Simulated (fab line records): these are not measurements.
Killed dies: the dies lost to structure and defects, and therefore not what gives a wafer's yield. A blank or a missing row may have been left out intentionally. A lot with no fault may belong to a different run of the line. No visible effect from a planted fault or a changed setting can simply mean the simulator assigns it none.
What tool caused it?	flow sky130	13 lots with 39 wafers sampled at 6 steps, on a route of 708 steps

WHAT THE GAUGES READ, wafer by wafer
SKY_VT_ADJUST_HVTP_TW_MEAS_11. Usual: VT_ADJUST_HVTP_TW gives 1368 (standard deviation 13).
lot	measured	on	VT_ADJUST_HVTP_TW	flag
L732	day 6 11:50	film_metro-01	1394 1389 1383	
L733	day 7 02:28	film_metro-03	1374 1355 1359	
L735	day 7 05:42	film_metro-03	1361 1362 1366	
L736	day 7 17:50	film_metro-02	1366 1370 1362	
L738	day 8 12:28	film_metro-02	1366 1375 1364	
L740	day 8 12:56	film_metro-03	1361 1359 1358	
L741	day 8 15:20	film_metro-01	31 31 31	OFF
L743	day 9 07:32	film_metro-02	1371 1370 1364	
L749	day 10 18:07	film_metro-03	1352 1352 1354	
L750	day 10 22:41	film_metro-01	1388 1384 1375	
L751	day 11 08:17	film_metro-03	1365 1375 1363	
L752	day 11 13:49	film_metro-02	1367 1357 1359	
L754	day 12 11:15	film_metro-01	1386 1385 1397	

SKY_SONOS_ONO_THK_MEAS_01. Usual: SONOS_ONO_OXIDATION_THK gives 2.61 nm (standard deviation 0.046).
lot	measured	on	SONOS_ONO_OXIDATION_THK (nm)	flag
L732	day 11 20:29	film_metro-02	2.61 2.69 2.71	
L733	day 12 15:28	film_metro-02	2.57 2.66 2.58	
L735	day 12 19:42	film_metro-03	2.59 2.59 2.61	
L736	day 13 12:04	film_metro-03	2.68 2.65 2.66	
L738	day 14 13:48	film_metro-04	2.62 2.56 2.62	
L740	day 14 13:48	film_metro-02	2.67 2.67 2.70	
L741	day 14 16:40	film_metro-03	2.62 2.56 2.64	
L743	day 15 13:19	film_metro-04	2.57 2.61 2.54	
L749	day 17 07:47	film_metro-02	2.63 2.55 2.61	
L750	day 17 14:41	film_metro-02	2.63 2.65 2.59	
L751	day 18 04:55	film_metro-03	2.60 2.57 2.60	
L752	day 18 10:00	film_metro-02	2.55 2.58 2.53	
L754	day 19 12:33	film_metro-02	2.63 2.61 2.65	

WHICH TOOL RAN EACH LOT (tool, then ch and the chambers of the sampled wafers, then the start)
lot	SKY_NWELL_STRIP_25	SKY_VT_ADJUST_HVTP_STRIP_10	SKY_VT_ADJUST_NCORE_STRIP_10	SKY_VT_ADJUST_HVTR_STRIP_10
L732	plasma_asher-01 ch 0, day 5 17:15	plasma_asher-01 ch 0,1, day 6 11:44	plasma_asher-03 ch 0,1, day 8 22:38	plasma_asher-01 ch 0,1, day 9 20:04
L733	plasma_asher-04 ch 0,1, day 6 05:54	plasma_asher-02 ch 0,1, day 7 02:22	plasma_asher-03 ch 0,1, day 9 15:42	plasma_asher-04 ch 0,1, day 10 13:48
L735	plasma_asher-02 ch 0, day 6 09:43	plasma_asher-01 ch 0,1, day 7 05:35	plasma_asher-04 ch 1, day 9 18:32	plasma_asher-04 ch 1, day 10 16:31
L736	plasma_asher-01 ch 0,1, day 6 21:06	plasma_asher-02 ch 0, day 7 17:44	plasma_asher-04 ch 0,1, day 10 09:37	plasma_asher-04 ch 1, day 11 08:22
L738	plasma_asher-04 ch 0,1, day 7 16:24	plasma_asher-01 ch 0,1, day 8 12:22	plasma_asher-04 ch 0,1, day 11 06:36	plasma_asher-02 ch 0,1, day 12 07:27
L740	plasma_asher-02 ch 0,1, day 7 16:40	plasma_asher-03 ch 0,1, day 8 12:50	plasma_asher-04 ch 0,1, day 11 07:30	plasma_asher-02 ch 0,1, day 12 07:53
L741	plasma_asher-01 ch 0,1, day 7 18:43	plasma_asher-01 ch 0,1, day 8 15:15	plasma_asher-02 ch 0,1, day 11 09:19	plasma_asher-01 ch 0,1, day 12 10:00
L743	plasma_asher-04 ch 1, day 8 09:43	plasma_asher-02 ch 0,1, day 9 07:26	plasma_asher-02 ch 0,1, day 12 03:57	plasma_asher-02 ch 0, day 13 04:41
L749	plasma_asher-01 ch 0,1, day 9 18:55	plasma_asher-03 ch 0,1, day 10 18:01	plasma_asher-03 ch 0,1, day 13 19:09	plasma_asher-02 ch 0,1, day 14 21:50
L750	plasma_asher-04 ch 0,1, day 9 23:48	plasma_asher-01 ch 0,1, day 10 22:35	plasma_asher-03 ch 0,1, day 14 01:40	plasma_asher-02 ch 0,1, day 15 03:30
L751	plasma_asher-04 ch 0,1, day 10 08:36	plasma_asher-02 ch 0,1, day 11 08:11	plasma_asher-03 ch 0,1, day 14 12:35	plasma_asher-04 ch 0,1, day 15 15:56
L752	plasma_asher-04 ch 0,1, day 10 14:30	plasma_asher-03 ch 0,1, day 11 13:43	plasma_asher-03 ch 0,1, day 14 19:07	plasma_asher-01 ch 0,1, day 15 21:48
L754	plasma_asher-01 ch 0,1, day 11 10:17	plasma_asher-01 ch 0,1, day 12 11:08	plasma_asher-03 ch 0,1, day 15 18:07	plasma_asher-01 ch 0,1, day 16 22:17
- SKY_NWELL_STRIP_25: strips in O2/N2.
- SKY_VT_ADJUST_HVTP_STRIP_10: strips in O2/N2.
- SKY_VT_ADJUST_NCORE_STRIP_10: strips in O2/N2.
- SKY_VT_ADJUST_HVTR_STRIP_10: strips in O2/N2.

AS READ BY THE TOOLS THEMSELVES (means over the sampled wafers that have a number; for cases with no such wafer, the mark the record gives instead)
SKY_NWELL_STRIP_25. Usual: drypump_motor_current_A 5.7 A, standard deviation 0.48; oes_product_au 0.723 a.u., standard deviation 0.0048; strip_time_to_endpoint_s 36.89 s, standard deviation 0.11.
lot	tool	drypump_motor_current_A (A)	oes_product_au (a.u.)	strip_time_to_endpoint_s (s)	flag
L732	plasma_asher-01	5.7	0.723	36.89	
L733	plasma_asher-04	6.1	0.722	36.78	
L735	plasma_asher-02	5.1	0.723	36.93	
L736	plasma_asher-01	5.4	0.725	37.06	
L738	plasma_asher-04	6.2	0.722	36.88	
L740	plasma_asher-02	5.3	0.722	36.97	
L741	plasma_asher-01	5.2	0.961	-	OFF
L743	plasma_asher-04	6.2	0.723	36.85	
L749	plasma_asher-01	5.5	0.724	36.95	
L750	plasma_asher-04	6.1	0.719	36.76	
L751	plasma_asher-04	6.2	0.718	36.84	
L752	plasma_asher-04	6.1	0.722	37.07	
L754	plasma_asher-01	5.2	0.728	36.90	

SKY_VT_ADJUST_HVTP_STRIP_10. Usual: drypump_motor_current_A 5.4 A, standard deviation 0.35; oes_product_au 0.716 a.u., standard deviation 0.0043; strip_time_to_endpoint_s 14.20 s, standard deviation 0.04.
lot	tool	drypump_motor_current_A (A)	oes_product_au (a.u.)	strip_time_to_endpoint_s (s)	flag
L732	plasma_asher-01	5.2	0.720	14.19	
L733	plasma_asher-02	5.2	0.717	14.18	
L735	plasma_asher-01	5.4	0.718	14.20	
L736	plasma_asher-02	5.1	0.710	14.14	
L738	plasma_asher-01	5.2	0.719	14.18	
L740	plasma_asher-03	5.7	0.716	14.21	
L741	plasma_asher-01	5.2	0.716	27.55	OFF
L743	plasma_asher-02	5.3	0.716	14.21	
L749	plasma_asher-03	5.5	0.717	14.17	
L750	plasma_asher-01	5.4	0.715	14.25	
L751	plasma_asher-02	5.3	0.716	14.18	
L752	plasma_asher-03	5.7	0.712	14.25	
L754	plasma_asher-01	5.4	0.718	14.19	

SKY_VT_ADJUST_NCORE_STRIP_10. Usual: drypump_motor_current_A 5.6 A, standard deviation 0.38; oes_product_au 0.716 a.u., standard deviation 0.0051; strip_time_to_endpoint_s 14.22 s, standard deviation 0.033.
lot	tool	drypump_motor_current_A (A)	oes_product_au (a.u.)	strip_time_to_endpoint_s (s)	flag
L732	plasma_asher-03	5.5	0.716	14.26	
L733	plasma_asher-03	5.7	0.708	14.17	
L735	plasma_asher-04	6.1	0.717	14.20	
L736	plasma_asher-04	6.1	0.716	14.19	
L738	plasma_asher-04	6.1	0.716	14.18	
L740	plasma_asher-04	6.2	0.716	14.20	
L741	plasma_asher-02	5.3	0.717	14.22	
L743	plasma_asher-02	5.2	0.718	14.24	
L749	plasma_asher-03	5.7	0.712	14.20	
L750	plasma_asher-03	5.7	0.717	14.19	
L751	plasma_asher-03	5.7	0.719	14.19	
L752	plasma_asher-03	5.5	0.714	14.25	
L754	plasma_asher-03	5.7	0.713	14.25	

SKY_VT_ADJUST_HVTR_STRIP_10. Usual: drypump_motor_current_A 5.6 A, standard deviation 0.47; oes_product_au 0.716 a.u., standard deviation 0.0039; strip_time_to_endpoint_s 14.29 s, standard deviation 0.032.
lot	tool	drypump_motor_current_A (A)	oes_product_au (a.u.)	strip_time_to_endpoint_s (s)	flag
L732	plasma_asher-01	5.2	0.714	14.26	
L733	plasma_asher-04	6.2	0.713	14.25	
L735	plasma_asher-04	6.1	0.716	14.34	
L736	plasma_asher-04	6.1	0.714	14.28	
L738	plasma_asher-02	5.3	0.718	14.26	
L740	plasma_asher-02	5.2	0.717	14.30	
L741	plasma_asher-01	5.2	0.718	14.31	
L743	plasma_asher-02	5.1	0.714	14.26	
L749	plasma_asher-02	5.2	0.715	14.27	
L750	plasma_asher-02	5.3	0.712	14.28	
L751	plasma_asher-04	6.2	0.715	14.30	
L752	plasma_asher-01	5.2	0.716	14.27	
L754	plasma_asher-01	5.4	0.716	14.30	

THE ANSWER, worked out from the rows above alone
Rule: lot off if the mean of its wafers having a number is beyond 3 standard deviations from the usual mean. A lot without any number at a reading at which 4 lots or more have one is off too. The other lots that the step has rows for count as sound. Order of review: gauges by route order, followed by the tools' own readings, for which a lot's mean as printed above is used. At the first step where some lot is off, the reading lying furthest off is the one used; lots without a number count as furthest.
Off: at SKY_VT_ADJUST_HVTP_TW_MEAS_11 (VT_ADJUST_HVTP_TW), L741.
A tool fits if, at a process step before that reading, it ran every lot that is off, and no sound lot after the first of them. Not tried: the gauges at SKY_VT_ADJUST_HVTP_TW_MEAS_11; whatever is off there is also off at SKY_NWELL_STRIP_25, on other tools, and gauge error can't account for it. No candidate that was tried fits.

WHAT THE SIMULATOR HAD PUT IN
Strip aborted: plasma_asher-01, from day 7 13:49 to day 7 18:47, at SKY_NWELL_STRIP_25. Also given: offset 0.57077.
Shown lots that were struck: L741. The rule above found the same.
